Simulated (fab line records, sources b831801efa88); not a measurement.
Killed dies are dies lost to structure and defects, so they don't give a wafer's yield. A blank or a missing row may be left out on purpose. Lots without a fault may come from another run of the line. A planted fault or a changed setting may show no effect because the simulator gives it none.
fab line records | flow gf180mcu
record lots=24 wafers=72 last_day=34
route steps=602 shown CONTACT@305 V2@397 M3@414 V3@450 M4@456
lots that met no fault: from a run of the same line without faults
start_h: hours from the record's first day to the start of the lot's first wafer shown | wait_h: hours since the lot's step before | " the same as in the row above | L1.1+2: a row that stands for several wafers | - no value, or no start given | * or withheld: withheld | < > ~ a bound
route shown NAME@n: a module of which the file shows steps, and the number in the route of the first | usual: mean/standard deviation of fault-free wafers | same: alike in all rows | chamber/n: place in a boat | sites: the reading at each site | _std_site: their standard deviation | _edge_site: outer sites' mean less inner sites' | radius_mm: how far each site lies from the wafer's centre | mask NAME#n: copy n | behind: the tool/chamber that last shaped the wafer | hold: why the lot was held/for how many hours/how that ended | device: the transistor (n, p or np) that didn't switch | end of line: the same wafers' tests at the end of the route | a step without rows: its recipe alone | killed: dies lost to structure and defects at the first sort, not the wafer's yield | map: a wafer's dies, x killed, . not, _ none there
set.NAME: the setting as run; set.NAME@STEP: as run at that earlier step | model.NAME: the simulator's own value behind a step, which no gauge read
steps of the route over a sample of lots; a table a step, a row a wafer
services: from which hour (start_h, from the record's first day; less than 0 if before it) a tool's chamber was out of use, for how many hours, and why
## steps
# step GF_CONTACT_STRIP_18
# recipe chemistry=O2/N2 power_w=1400 pressure_mtorr=1500 platen_temp_c=250 o2_flow_sccm=3000 n2_flow_sccm=300 overash_fraction=0.5
# usual drypump_motor_current_A=6.1/0.55 heater_power_w=320/45 o2_flow_sccm=3002/10 oes_product_au=0.580/0.0045
# same overash_fraction=0.5
# columns lot.wafer tool chamber start_h wait_h drypump_motor_current_A heater_power_w o2_flow_sccm oes_product_au rf_hours_counter_h
L074.2 plasma_asher-01 0 371.95 - 6.6 259 2985 0.572 58
L074.3 " 1 " " 5.8 373 3014 0.578 -
L074.5 " 1 " " 5.8 374 3009 0.586 -
L075.1 plasma_asher-04 0 381.23 - 6.7 345 3013 0.576 74
L075.2 " 1 " " 5.3 311 2997 0.579 74
L075.3 " 1 " " 5.3 314 2997 0.579 -
L076.1 plasma_asher-01 0 384.24 - 6.6 255 2989 0.580 59
L076.3 " 0 " " 6.6 254 2989 0.577 -
L076.6 " 1 " " 5.7 371 2994 0.586 -
L077.2 plasma_asher-01 0 396.60 - 6.6 263 2993 0.584 61
L077.5 " 1 " " 5.8 370 3010 0.588 -
L077.6 " 0 " " 6.6 250 3007 0.585 -
L078.2 plasma_asher-01 0 402.68 - 6.6 254 2988 0.583 61
L078.3 " 0 " " 6.6 253 2990 0.582 -
L078.6 " 1 " " 5.8 374 3004 0.575 -
L079.3 plasma_asher-03 1 412.12 - 5.9 338 2993 0.586 -
L079.5 " 0 " " 5.3 346 2998 0.579 -
L079.6 " 1 " " 5.9 334 2995 0.577 -
L080.3 plasma_asher-04 1 418.26 - 5.3 313 2995 0.584 -
L080.4 " 0 " " 6.7 336 3004 0.577 -
L080.6 " 1 " " 5.3 309 3019 0.578 -
L081.3 plasma_asher-01 1 423.53 - 5.8 370 2994 0.575 -
L081.4 " 0 " " 6.6 260 3012 0.581 -
L081.6 " 0 " " 6.6 253 3003 0.583 -
L082.3 plasma_asher-04 0 440.27 - 6.7 333 3011 0.580 -
L082.4 " 1 " " 5.3 305 3001 0.586 -
L082.6 " 0 " " 6.8 332 3015 0.582 -
L083.1 plasma_asher-01 0 446.49 - 6.6 259 2998 0.584 67
L083.2 " 1 " " 5.8 374 3003 0.583 67
L083.3 " 1 " " 5.9 373 3002 0.583 -
L084.1 plasma_asher-01 1 452.08 - 5.8 368 3011 0.583 67
L084.3 " 0 " " 6.6 258 3007 0.571 -
L084.4 " 1 " " 5.8 373 3039 0.577 -
L085.1 plasma_asher-01 1 464.48 - 5.8 376 3000 0.576 69
L085.5 " 0 " " 6.6 265 3013 0.581 -
L085.6 " 1 " " 5.8 364 3004 0.583 -
L086.1 plasma_asher-04 1 468.94 - 5.3 303 3008 0.572 84
L086.3 " 0 " " 6.7 340 3007 0.581 -
L086.5 " 1 " " 5.3 317 3002 0.584 -
L087.2 plasma_asher-03 0 480.81 - 5.3 347 3018 0.577 4
L087.4 " 1 " " 5.9 326 2992 0.583 -
L087.5 " 1 " " 5.9 342 2979 0.581 -
L088.3 plasma_asher-04 1 487.63 - 5.3 313 2995 0.575 -
L088.4 " 0 " " 6.7 340 3015 0.575 -
L088.6 " 0 " " 6.7 339 3010 0.576 -
L089.2 plasma_asher-01 1 493.79 - 5.8 366 3017 0.579 72
L089.4 " 0 " " 6.6 254 3017 0.589 -
L089.5 " 0 " " 6.6 259 3024 0.582 -
L090.1 plasma_asher-01 1 502.53 - 5.8 368 2999 0.573 73
L090.3 " 0 " " 6.6 262 3008 0.579 -
L090.4 " 1 " " 5.8 371 3011 0.574 -
L091.1 plasma_asher-03 1 511.49 - 5.9 333 2999 0.577 7
L091.4 " 0 " " 5.3 341 2989 0.587 -
L091.5 " 1 " " 5.9 334 3005 0.589 -
L092.4 plasma_asher-01 1 517.48 - 5.8 369 3003 0.578 -
L092.5 " 1 " " 5.8 369 2997 0.584 -
L092.6 " 0 " " 6.6 255 2999 0.590 -
L093.2 plasma_asher-01 1 530.23 - 5.8 372 3007 0.577 76
L093.3 " 1 " " 5.8 368 2998 0.582 -
L093.6 " 1 " " 5.8 381 2996 0.585 -
L094.4 plasma_asher-01 1 534.77 - 5.8 371 2990 0.581 -
L094.5 " 1 " " 5.8 379 2997 0.583 -
L094.6 " 0 " " 6.6 257 2987 0.574 -
L095.1 plasma_asher-04 1 541.69 - 5.3 313 3006 0.586 92
L095.3 " 0 " " 6.7 348 2996 0.578 -
L095.6 " 1 " " 5.3 307 3004 0.578 -
L096.1 plasma_asher-01 0 548.98 - 6.6 259 3008 0.573 78
L096.3 " 0 " " 6.6 261 3004 0.592 -
L096.4 " 1 " " 5.8 369 3004 0.590 -
L097.1 plasma_asher-04 1 558.39 - 5.2 309 2994 0.574 94
L097.2 " 0 " " 6.7 339 2996 0.575 94
L097.5 " 0 " " 6.7 336 2991 0.581 -
# step GF_V2_OVL_MEAS_15
# usual V2_OVL=-3/5.2
# columns lot.wafer tool chamber start_h wait_h V2_OVL[nm]
L074.2 overlay-01 - 471.20 0.1 -8
L074.3 " - " " -9
L074.5 " - " " -14
L075.1 overlay-02 - 483.50 0.1 -5
L075.2 " - " " -5
L075.3 " - " " -6
L076.1 overlay-02 - 487.23 0.1 -5
L076.3 " - " " -9
L076.6 " - " " -2
L077.2 overlay-01 - 498.44 0.1 -4
L077.5 " - " " 3
L077.6 " - " " -1
L078.2 overlay-02 - 504.20 0.1 -6
L078.3 " - " " 1
L078.6 " - " " -1
L079.3 overlay-02 - 513.91 0.1 -3
L079.5 " - " " 0
L079.6 " - " " -2
L080.3 overlay-02 - 520.70 0.1 -14
L080.4 " - " " -7
L080.6 " - " " -11
L081.3 overlay-01 - 525.66 0.1 -5
L081.4 " - " " -11
L081.6 " - " " -11
L082.3 overlay-02 - 540.86 0.1 -4
L082.4 " - " " -7
L082.6 " - " " -7
L083.1 overlay-01 - 547.44 0.1 -5
L083.2 " - " " 0
L083.3 " - " " 1
L084.1 overlay-02 - 551.79 0.1 1
L084.3 " - " " 1
L084.4 " - " " 5
L085.1 overlay-02 - 564.14 0.1 -5
L085.5 " - " " -11
L085.6 " - " " -6
L086.1 overlay-01 - 567.68 0.1 -6
L086.3 " - " " -1
L086.5 " - " " -3
L087.2 overlay-02 - 579.18 0.1 -3
L087.4 " - " " -9
L087.5 " - " " -10
L088.3 overlay-01 - 586.35 0.1 1
L088.4 " - " " 7
L088.6 " - " " 9
L089.2 overlay-02 - 589.48 0.1 -9
L089.4 " - " " -2
L089.5 " - " " -1
L090.1 overlay-01 - 597.29 0.1 -15
L090.3 " - " " -9
L090.4 " - " " -7
L091.1 overlay-02 - 606.64 0.1 -13
L091.4 " - " " -13
L091.5 " - " " -9
L092.4 overlay-01 - 612.00 0.1 8
L092.5 " - " " 6
L092.6 " - " " 5
L093.2 overlay-02 - 623.08 0.1 -1
L093.3 " - " " -2
L093.6 " - " " -1
L094.4 overlay-01 - 626.86 0.1 -3
L094.5 " - " " 0
L094.6 " - " " -1
L095.1 overlay-01 - 633.39 0.1 10
L095.3 " - " " 4
L095.6 " - " " 2
L096.1 overlay-01 - 639.91 0.1 -5
L096.3 " - " " 0
L096.4 " - " " 2
L097.1 overlay-02 - 648.20 0.1 -5
L097.2 " - " " -2
L097.5 " - " " 1
# step GF_M3_RS_MEAS_05
# recipe thk_meas_gauge=four-point-probe reads=TiN_of_M3_SPUTTER_04+Ti_of_M3_SPUTTER_03+AlCu_of_M3_SPUTTER_02+TiN_of_M3_SPUTTER_01+Ti_of_M3_SPUTTER_00
# usual M3_ALCU_RS=0.0696/0.00076
# columns lot.wafer tool chamber start_h wait_h M3_ALCU_RS[ohm/sq]
L074.2 film_metro-01 - 472.84 0.0 0.0694
L074.3 " - " " 0.0696
L074.5 " - " " 0.0688
L075.1 film_metro-01 - 485.11 0.0 0.0678
L075.2 " - " " 0.0690
L075.3 " - " " 0.0683
L076.1 film_metro-04 - 488.84 0.0 0.0691
L076.3 " - " " 0.0694
L076.6 " - " " 0.0692
L077.2 film_metro-04 - 500.06 0.0 0.0710
L077.5 " - " " 0.0702
L077.6 " - " " 0.0703
L078.2 film_metro-04 - 505.83 0.0 0.0696
L078.3 " - " " 0.0700
L078.6 " - " " 0.0704
L079.3 film_metro-01 - 516.44 0.1 0.0687
L079.5 " - " " 0.0693
L079.6 " - " " 0.0690
L080.3 film_metro-02 - 522.37 0.1 0.0693
L080.4 " - " " 0.0694
L080.6 " - " " 0.0688
L081.3 film_metro-02 - 527.30 0.1 0.0695
L081.4 " - " " 0.0689
L081.6 " - " " 0.0688
L082.3 film_metro-02 - 542.53 0.1 0.0693
L082.4 " - " " 0.0687
L082.6 " - " " 0.0699
L083.1 film_metro-04 - 549.10 0.0 0.0701
L083.2 " - " " 0.0696
L083.3 " - " " 0.0688
L084.1 film_metro-02 - 553.41 0.0 0.0686
L084.3 " - " " 0.0685
L084.4 " - " " 0.0684
L085.1 film_metro-04 - 565.78 0.0 0.0695
L085.5 " - " " 0.0688
L085.6 " - " " 0.0698
L086.1 film_metro-02 - 569.32 0.0 0.0689
L086.3 " - " " 0.0692
L086.5 " - " " 0.0696
L087.2 film_metro-01 - 580.81 0.0 0.0690
L087.4 " - " " 0.0704
L087.5 " - " " 0.0686
L088.3 film_metro-01 - 588.02 0.1 0.0688
L088.4 " - " " 0.0694
L088.6 " - " " 0.0688
L089.2 film_metro-02 - 591.11 0.0 0.0692
L089.4 " - " " 0.0694
L089.5 " - " " 0.0692
L090.1 film_metro-01 - 598.91 0.0 0.0694
L090.3 " - " " 0.0703
L090.4 " - " " 0.0699
L091.1 film_metro-02 - 608.28 0.0 0.0704
L091.4 " - " " 0.0708
L091.5 " - " " 0.0708
L092.4 film_metro-01 - 613.69 0.1 0.0691
L092.5 " - " " 0.0700
L092.6 " - " " 0.0698
L093.2 film_metro-01 - 625.01 0.0 0.0699
L093.3 " - " " 0.0691
L093.6 " - " " 0.0702
L094.4 film_metro-04 - 628.54 0.1 0.0699
L094.5 " - " " 0.0701
L094.6 " - " " 0.0698
L095.1 film_metro-01 - 635.03 0.0 0.0706
L095.3 " - " " 0.0701
L095.6 " - " " 0.0706
L096.1 film_metro-02 - 641.53 0.0 0.0695
L096.3 " - " " 0.0701
L096.4 " - " " 0.0705
L097.1 film_metro-04 - 649.82 0.0 0.0706
L097.2 " - " " 0.0710
L097.5 " - " " 0.0707
# step GF_M3_OVL_MEAS_15
# usual M3_OVL=1/6.6
# columns lot.wafer tool chamber start_h wait_h M3_OVL[nm]
L074.2 overlay-01 - 497.19 0.1 0
L074.3 " - " " -1
L074.5 " - " " 1
L075.1 overlay-02 - 508.80 0.1 6
L075.2 " - " " 8
L075.3 " - " " 0
L076.1 overlay-01 - 512.60 0.1 9
L076.3 " - " " 7
L076.6 " - " " 1
L077.2 overlay-01 - 523.50 0.1 -9
L077.5 " - " " 2
L077.6 " - " " 2
L078.2 overlay-02 - 529.08 0.1 -6
L078.3 " - " " -5
L078.6 " - " " -5
L079.3 overlay-01 - 539.76 0.1 0
L079.5 " - " " -3
L079.6 " - " " 10
L080.3 overlay-01 - 545.51 0.1 -3
L080.4 " - " " 10
L080.6 " - " " 4
L081.3 overlay-02 - 549.91 0.1 -6
L081.4 " - " " -3
L081.6 " - " " 4
L082.3 overlay-02 - 564.93 0.1 2
L082.4 " - " " -3
L082.6 " - " " 2
L083.1 overlay-02 - 571.19 0.1 3
L083.2 " - " " 8
L083.3 " - " " 4
L084.1 overlay-01 - 575.42 0.1 -2
L084.3 " - " " 4
L084.4 " - " " -2
L085.1 overlay-02 - 586.73 0.1 -2
L085.5 " - " " -1
L085.6 " - " " 5
L086.1 overlay-01 - 591.02 0.1 -3
L086.3 " - " " 5
L086.5 " - " " 11
L087.2 overlay-01 - 602.25 0.1 -6
L087.4 " - " " -10
L087.5 " - " " -2
L088.3 overlay-02 - 609.34 0.1 -1
L088.4 " - " " 4
L088.6 " - " " -1
L089.2 overlay-02 - 612.75 0.1 10
L089.4 " - " " 9
L089.5 " - " " 8
L090.1 overlay-02 - 619.98 0.1 -5
L090.3 " - " " 3
L090.4 " - " " 3
L091.1 overlay-02 - 628.84 0.1 2
L091.4 " - " " 6
L091.5 " - " " 1
L092.4 overlay-02 - 633.69 0.1 -17
L092.5 " - " " -18
L092.6 " - " " -19
L093.2 overlay-02 - 645.40 0.1 12
L093.3 " - " " 9
L093.6 " - " " 5
L094.4 overlay-02 - 649.16 0.1 4
L094.5 " - " " 13
L094.6 " - " " 4
L095.1 overlay-01 - 655.04 0.1 -1
L095.3 " - " " 4
L095.6 " - " " 4
L096.1 overlay-02 - 661.70 0.1 -3
L096.3 " - " " -1
L096.4 " - " " -6
L097.1 overlay-01 - 669.27 0.1 -5
L097.2 " - " " -4
L097.5 " - " " 2
# step GF_V3_SPUTTER_21
# recipe material=Ti target_thk_nm=15 chamber_pressure_pa=5 power_w=2500 substrate_temp_c=200 time_s=80.02
# usual cathode_dc_power_W=2500.0/0.45 throttle_valve_pct=29.8/0.54
# columns lot.wafer tool chamber start_h wait_h cathode_dc_power_W throttle_valve_pct
L074.2 pvd_sputter-02 - 522.84 0.0 2499.9 29.2
L074.3 " - " " 2500.0 29.7
L074.5 " - " " 2499.7 30.0
L075.1 pvd_sputter-01 - 534.45 0.0 2500.4 29.9
L075.2 " - " " 2500.2 30.0
L075.3 " - " " 2500.0 29.1
L076.1 pvd_sputter-02 - 538.93 0.0 2499.2 29.3
L076.3 " - " " 2499.8 29.6
L076.6 " - " " 2501.0 30.8
L077.2 pvd_sputter-03 - 548.78 0.0 2500.2 31.3
L077.5 " - " " 2500.3 29.7
L077.6 " - " " 2500.1 31.0
L078.2 pvd_sputter-02 - 554.38 0.0 2499.9 29.2
L078.3 " - " " 2499.4 29.4
L078.6 " - " " 2499.7 30.0
L079.3 pvd_sputter-02 - 564.33 0.0 2500.8 30.9
L079.5 " - " " 2500.1 30.7
L079.6 " - " " 2499.3 29.7
L080.3 pvd_sputter-01 - 569.91 0.0 2499.9 30.2
L080.4 " - " " 2500.2 30.1
L080.6 " - " " 2499.9 30.0
L081.3 pvd_sputter-02 - 573.80 0.0 2499.3 30.4
L081.4 " - " " 2499.7 29.2
L081.6 " - " " 2500.9 30.5
L082.3 pvd_sputter-02 - 588.72 0.0 2499.6 29.3
L082.4 " - " " 2500.0 30.9
L082.6 " - " " 2500.2 29.5
L083.1 pvd_sputter-02 - 594.25 0.0 2499.7 29.8
L083.2 " - " " 2500.7 29.3
L083.3 " - " " 2499.6 29.6
L084.1 pvd_sputter-02 - 598.64 0.0 2499.7 30.7
L084.3 " - " " 2500.4 29.6
L084.4 " - " " 2499.7 29.8
L085.1 pvd_sputter-01 - 610.15 0.0 2499.6 30.2
L085.5 " - " " 2500.0 29.3
L085.6 " - " " 2499.7 29.9
L086.1 pvd_sputter-01 - 614.02 0.0 2500.4 30.2
L086.3 " - " " 2500.2 30.1
L086.5 " - " " 2499.5 29.4
L087.2 pvd_sputter-01 - 625.42 0.0 2500.6 29.4
L087.4 " - " " 2499.8 29.6
L087.5 " - " " 2500.3 29.5
L088.3 pvd_sputter-02 - 631.90 0.0 2499.9 30.0
L088.4 " - " " 2500.1 29.5
L088.6 " - " " 2500.4 29.2
L089.2 pvd_sputter-03 - 634.95 0.0 2500.0 29.7
L089.4 " - " " 2499.9 28.8
L089.5 " - " " 2499.7 29.8
L090.1 pvd_sputter-03 - 642.68 0.0 2500.0 29.2
L090.3 " - " " 2500.2 30.9
L090.4 " - " " 2500.0 29.5
L091.1 pvd_sputter-02 - 651.59 0.0 2500.9 29.9
L091.4 " - " " 2499.4 29.5
L091.5 " - " " 2499.7 29.8
L092.4 pvd_sputter-02 - 655.39 0.0 2500.2 30.7
L092.5 " - " " 2500.1 29.5
L092.6 " - " " 2500.4 29.1
L093.2 pvd_sputter-02 - 667.11 0.0 2499.9 29.6
L093.3 " - " " 2501.1 29.9
L093.6 " - " " 2500.1 29.1
L094.4 pvd_sputter-01 - 670.94 0.0 2499.7 30.0
L094.5 " - " " 2499.4 29.2
L094.6 " - " " 2499.7 30.3
L095.1 pvd_sputter-02 - 676.57 0.0 2500.0 29.7
L095.3 " - " " 2500.1 29.4
L095.6 " - " " 2498.9 29.3
L096.1 pvd_sputter-02 - 683.60 0.0 2499.8 29.4
L096.3 " - " " 2499.7 30.7
L096.4 " - " " 2500.1 29.9
L097.1 pvd_sputter-02 - 690.62 0.0 2500.6 30.0
L097.2 " - " " 2500.6 29.1
L097.5 " - " " 2500.0 29.5
# step GF_M4_SPUTTER_00
# recipe material=Ti target_thk_nm=37.5 arriving_ion_energy_ev=80 substrate_temp_c=200 chamber_pressure_pa=2 power_w=4000 time_s=150
# usual cathode_dc_power_W=4000.0/0.73 throttle_valve_pct=30.0/0.51
# columns lot.wafer tool chamber start_h wait_h cathode_dc_power_W throttle_valve_pct
L074.2 pvd_sputter-04 - 523.53 0.2 3999.0 29.5
L074.3 " - " " 4000.5 30.1
L074.5 " - " " 4000.6 29.5
L075.1 pvd_sputter-01 - 535.14 0.2 3999.2 29.6
L075.2 " - " " 3999.2 30.0
L075.3 " - " " 3999.7 30.1
L076.1 pvd_sputter-04 - 539.62 0.2 4000.0 29.8
L076.3 " - " " 4000.6 29.8
L076.6 " - " " 3999.0 30.0
L077.2 pvd_sputter-02 - 549.47 0.2 4000.4 29.9
L077.5 " - " " 3999.6 29.3
L077.6 " - " " 4000.2 29.3
L078.2 pvd_sputter-01 - 555.07 0.2 4000.5 30.3
L078.3 " - " " 3999.8 29.5
L078.6 " - " " 3999.3 30.2
L079.3 pvd_sputter-02 - 565.02 0.1 3999.6 30.8
L079.5 " - " " 3999.0 29.4
L079.6 " - " " 4000.0 29.3
L080.3 pvd_sputter-04 - 570.60 0.2 4000.8 29.6
L080.4 " - " " 3999.6 31.0
L080.6 " - " " 4000.8 29.9
L081.3 pvd_sputter-01 - 574.50 0.1 3998.7 30.0
L081.4 " - " " 4000.6 30.0
L081.6 " - " " 3999.2 30.0
L082.3 pvd_sputter-04 - 589.41 0.1 4000.8 30.2
L082.4 " - " " 4000.6 29.7
L082.6 " - " " 3999.3 30.9
L083.1 pvd_sputter-04 - 594.94 0.1 4000.3 29.7
L083.2 " - " " 4001.4 29.8
L083.3 " - " " 4000.8 31.2
L084.1 pvd_sputter-01 - 599.34 0.2 3999.4 30.1
L084.3 " - " " 3999.5 29.7
L084.4 " - " " 4000.9 30.1
L085.1 pvd_sputter-02 - 610.84 0.2 3999.6 29.7
L085.5 " - " " 4000.4 29.6
L085.6 " - " " 3999.9 30.7
L086.1 pvd_sputter-02 - 614.71 0.1 4000.2 29.4
L086.3 " - " " 3999.8 30.6
L086.5 " - " " 4000.2 29.6
L087.2 pvd_sputter-04 - 626.11 0.2 4000.2 29.7
L087.4 " - " " 3999.3 29.9
L087.5 " - " " 3999.4 30.0
L088.3 pvd_sputter-04 - 632.59 0.1 4000.1 29.5
L088.4 " - " " 3999.5 29.3
L088.6 " - " " 3998.8 29.7
L089.2 pvd_sputter-02 - 635.64 0.2 3999.1 29.3
L089.4 " - " " 3998.5 29.7
L089.5 " - " " 4000.2 30.0
L090.1 pvd_sputter-01 - 643.37 0.1 3999.9 30.0
L090.3 " - " " 3998.6 29.3
L090.4 " - " " 3999.6 29.6
L091.1 pvd_sputter-01 - 652.29 0.2 4000.4 30.3
L091.4 " - " " 4000.8 29.5
L091.5 " - " " 3999.8 29.4
L092.4 pvd_sputter-04 - 656.09 0.1 4000.3 29.7
L092.5 " - " " 4000.9 30.1
L092.6 " - " " 3999.2 29.6
L093.2 pvd_sputter-04 - 667.80 0.2 3999.0 30.0
L093.3 " - " " 4000.7 29.7
L093.6 " - " " 4001.2 29.7
L094.4 pvd_sputter-04 - 671.68 0.1 3999.8 31.0
L094.5 " - " " 4000.8 29.8
L094.6 " - " " 4000.2 29.9
L095.1 pvd_sputter-01 - 677.26 0.1 4000.4 29.2
L095.3 " - " " 4001.3 29.8
L095.6 " - " " 3999.7 30.1
L096.1 pvd_sputter-01 - 684.29 0.1 4000.6 30.1
L096.3 " - " " 4000.2 29.7
L096.4 " - " " 3999.6 30.0
L097.1 pvd_sputter-04 - 691.31 0.1 4000.2 29.7
L097.2 " - " " 4000.6 30.1
L097.5 " - " " 4000.2 29.6
## services
# columns tool chamber start_h hours kind
pvd_sputter-03 - 377.28 83.3 repair
pvd_sputter-04 - 403.89 3.6 repair
pvd_sputter-04 - 412.99 4.1 repair
plasma_asher-03 - 414.81 15.6 pm
plasma_asher-03 - 430.41 9.0 pm
pvd_sputter-02 - 440.01 3.4 repair
pvd_sputter-02 1 455.98 - consumable_replace:kit
pvd_sputter-02 1 455.98 18.0 scheduled_down
pvd_sputter-02 1 455.98 18.0 vent_cycle
pvd_sputter-03 - 459.09 8.8 repair
plasma_asher-03 - 467.55 4.1 repair
plasma_asher-03 - 473.00 2.6 repair
pvd_sputter-01 - 493.40 5.9 repair
pvd_sputter-03 - 501.47 1.7 repair
pvd_sputter-01 - 524.12 5.0 repair
plasma_asher-04 - 528.45 4.1 repair
pvd_sputter-02 - 550.65 3.0 repair
pvd_sputter-01 3 562.64 - consumable_replace:kit
pvd_sputter-04 - 572.64 8.5 repair
pvd_sputter-02 - 576.99 2.1 repair
plasma_asher-04 - 606.53 10.3 pm
pvd_sputter-02 - 617.85 9.5 repair
plasma_asher-01 - 623.60 4.3 pm
plasma_asher-01 - 682.39 14.6 pm
## key
fault none
